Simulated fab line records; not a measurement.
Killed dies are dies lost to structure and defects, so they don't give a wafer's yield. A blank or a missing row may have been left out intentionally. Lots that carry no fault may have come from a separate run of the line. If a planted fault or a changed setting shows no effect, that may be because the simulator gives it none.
A struck lot beside a sound one || flow gf180mcu || 37 out of 602 route steps
Sound: these wafers, L216.1, L216.2, L216.4. Struck: wafer L218.2 (left out: L218.5, L218.6 of the same lot, which were not struck); the cause appears at the end.
Per side, at each step with rows, come the tool, then ch with its chambers, and then its first start. Under that, the readings that differ: sound wafers || struck wafers || difference of the means || sigmas: that difference in standard deviations of wafers without a fault.
alike: readings with means less than 2 such deviations apart, plus words and numbers identical on both sides. not compared: withheld readings, readings lacking a value on some wafer, bounds such as >300 that could conceal the same value, and numbers that have no deviation in the record and whose values overlap.
The two part at a step that has a row with sigmas, a row that says differs or no value, or rows on one side only. When numbers do not overlap yet have no deviation, they are printed without sigmas and do not part them. Lack of a reading on every wafer of one side parts them only where that side has two or more wafers.

first, 2 steps without rows for these wafers: GF_M3_PEB_12 (peb time 90 s); GF_M3_DEVELOP_13 (develop time 60 s).
GF_M3_CD_MEAS_14 targets a cd of 280 nm.
  sound on cdSem-01 at day 22 00:56; struck on cdSem-01 at day 22 18:34
  alike: cdNm
GF_M3_OVL_MEAS_15:
  sound on overlay-02 at day 22 01:03; struck on overlay-01 at day 22 18:40
  alike: M3_OVL
GF_M3_METAL_ETCH_16: etches the open film in Cl2/BCl3, stops on SiO2, target depth 750.8 nm, time 125.1 s.
  sound on rieMetal-01 ch 0,1, day 22 01:05; struck on rieMetal-03 ch 1, day 22 18:42
{"reading": "drypumpMotorCurrentA (A)", "sound": "6.13 6.10 6.16", "struck": 5.49, "difference": -0.64, "sigmas": -2}
  alike: mfcCl2Sccm, oesProductAu, throttleValvePct
  not compared: rfHoursCounterH
GF_M3_STRIP_17: strips in O2/N2.
  sound on plasmaAsher-04 ch 0,1, day 22 01:13; struck on plasmaAsher-02 ch 0, day 22 18:50
{"reading": "drypumpMotorCurrentA (A)", "sound": "5.4 5.3 5.4", "struck": 6.4, "difference": "+1.0", "sigmas": "+3"}
{"reading": "heaterPowerW (W)", "sound": "279 294 285", "struck": 394, "difference": "+108", "sigmas": "+3"}
  alike: oesProductAu, stripTimeToEndpointS
  not compared: rfHoursCounterH
then, 3 steps without rows for these wafers: GF_M3_STRIP_18 (strips in post etch residue remover, time 1200 s); GF_M3_CLEAN_19 (cleans in DIW); GF_V3_CVD_00 (deposits SiO2, target thk 600 nm, time 100 s).
GF_V3_THK_MEAS_01:
  sound on filmMetro-01 at day 22 01:50; struck on filmMetro-01 at day 22 19:26
  alike: V3_CVD_00_THK
GF_V3_CVD_02: deposits SiO2 from TEOS, target thk 850 nm, time 94.851 s.
  sound on pecvd-01 ch 0,1,2, day 22 01:53; struck on pecvd-01 ch 2, day 22 19:29
  alike: heaterPowerW
GF_V3_THK_MEAS_03:
  sound on filmMetro-01 at day 22 01:57; struck on filmMetro-04 at day 22 19:34
  alike: V3_CVD_02_THK
GF_V3_CMP_04: polishes SiO2.
  sound on cmp-02 ch 0,2,3, day 22 02:01; struck on cmp-02 ch 2, day 22 19:40
{"reading": "timeToEndpointS (s)", "sound": "79 79 85", "struck": 55, "difference": -26, "sigmas": -5}
{"reading": "model.SiO2_of_V3_CVD_02.thkNm (nm)", "sound": "632.3 633.3 631.2", "struck": 697, "difference": "+65", "sigmas": ""}
  alike: motorCurrentA
GF_V3_BOW_MEAS_05:
  sound on filmMetro-01 at day 22 02:19; struck on filmMetro-04 at day 22 19:56
  alike: V3_BOW
then, 8 steps without rows for these wafers: GF_V3_DEHYDRATE_06 (time 60 s); GF_V3_HMDS_07 (prime time 60 s); GF_V3_COAT_08; GF_V3_COAT_09 (resist thk 1000 nm); GF_V3_SOFTBAKE_10 (time 60 s); GF_V3_EXPOSE_11 (exposes mask Via3, target cd 260 nm); GF_V3_PEB_12 (peb time 90 s); GF_V3_DEVELOP_13 (develop time 60 s).
GF_V3_CD_MEAS_14 targets a cd of 260 nm.
  sound on cdSem-01 at day 23 01:36; struck on cdSem-02 at day 23 18:53
  alike: cdNm
GF_V3_OVL_MEAS_15:
  sound on overlay-01 at day 23 01:43; struck on overlay-02 at day 23 18:59
  alike: V3_OVL
then, 1 step without rows for these wafers: GF_V3_ETCH_16 (etches BARC in N2/H2).
GF_V3_ETCH_17: etches SiO2 in C4F8/O2/Ar, stops on TiN, target depth 635 nm.
  sound: rieDiel-03 ch 0,1,2; struck: rieDiel-04 ch 1
{"reading": "oesProductAu (a.u.)", "sound": "0.857 0.854 0.854", "struck": 0.906, "difference": "+0.051", "sigmas": "+12"}
{"reading": "model.V3.featureDepthNm (nm)", "sound": "632.3 633.3 631.2", "struck": 697, "difference": "+65", "sigmas": ""}
{"reading": "model.etch.depthNm (nm)", "sound": "632.3 633.3 631.2", "struck": 697, "difference": "+65", "sigmas": ""}
GF_V3_STRIP_18: strips in O2/N2.
  sound on plasmaAsher-01 ch 0,1, day 23 01:53; struck on plasmaAsher-03 ch 0, day 23 19:09
{"reading": "drypumpMotorCurrentA (A)", "sound": "5.4 5.6 5.6", "struck": 6.5, "difference": "+1.0", "sigmas": "+2"}
  alike: heaterPowerW, oesProductAu
  not compared: rfHoursCounterH
then, 2 steps without rows for these wafers: GF_V3_STRIP_19 (strips in post etch residue remover, time 1200 s); GF_V3_CLEAN_20 (cleans in DIW).
GF_V3_SPUTTER_21: material Ti, target thk 15 nm, time 80.02 s.
  sound on pvdSputter-04 at day 23 02:27; struck on pvdSputter-01 at day 23 19:43
  alike: throttleValvePct
then, 2 steps without rows for these wafers: GF_V3_SPUTTER_22 (material TiN, target thk 10 nm, time 40 s); GF_V3_CVD_23 (deposits W, target thk 350 nm, time 104.9 s).
GF_V3_RS_MEAS_24: a four-point-probe measurement.
  sound on filmMetro-02 at day 23 02:40; struck on filmMetro-01 at day 23 19:56
  alike: V3_W_RS
GF_V3_THK_MEAS_25: measures by xrf.
  sound on filmMetro-02 at day 23 02:47; struck on filmMetro-01 at day 23 20:03
  alike: V3_W_THK
GF_V3_CMP_26: polishes, stops on SiO2, t overpolish 15 s, target thk 0 nm.
  sound on cmp-02 ch 1,2,3, day 23 02:50; struck on cmp-02 ch 0, day 23 20:12
{"reading": "model.SiO2_of_V3_CVD_02.thkNm (nm)", "sound": "628.5 629.6 627.5", "struck": 693.2, "difference": "+64.7", "sigmas": ""}
  alike: motorCurrentA
then, 2 steps without rows for these wafers: GF_M4_SPUTTER_00 (material Ti, target thk 37.5 nm, time 150 s); GF_PASSIVATION_PROBE_99.

WHERE THEY PART
At GF_M3_METAL_ETCH_16 first; at GF_V3_STRIP_18 last (within this record only). Later steps at which nothing parts them and some readings are alike: GF_V3_SPUTTER_21, GF_V3_RS_MEAS_24, GF_V3_THK_MEAS_25, GF_V3_CMP_26.

WHY: what the simulator had put in
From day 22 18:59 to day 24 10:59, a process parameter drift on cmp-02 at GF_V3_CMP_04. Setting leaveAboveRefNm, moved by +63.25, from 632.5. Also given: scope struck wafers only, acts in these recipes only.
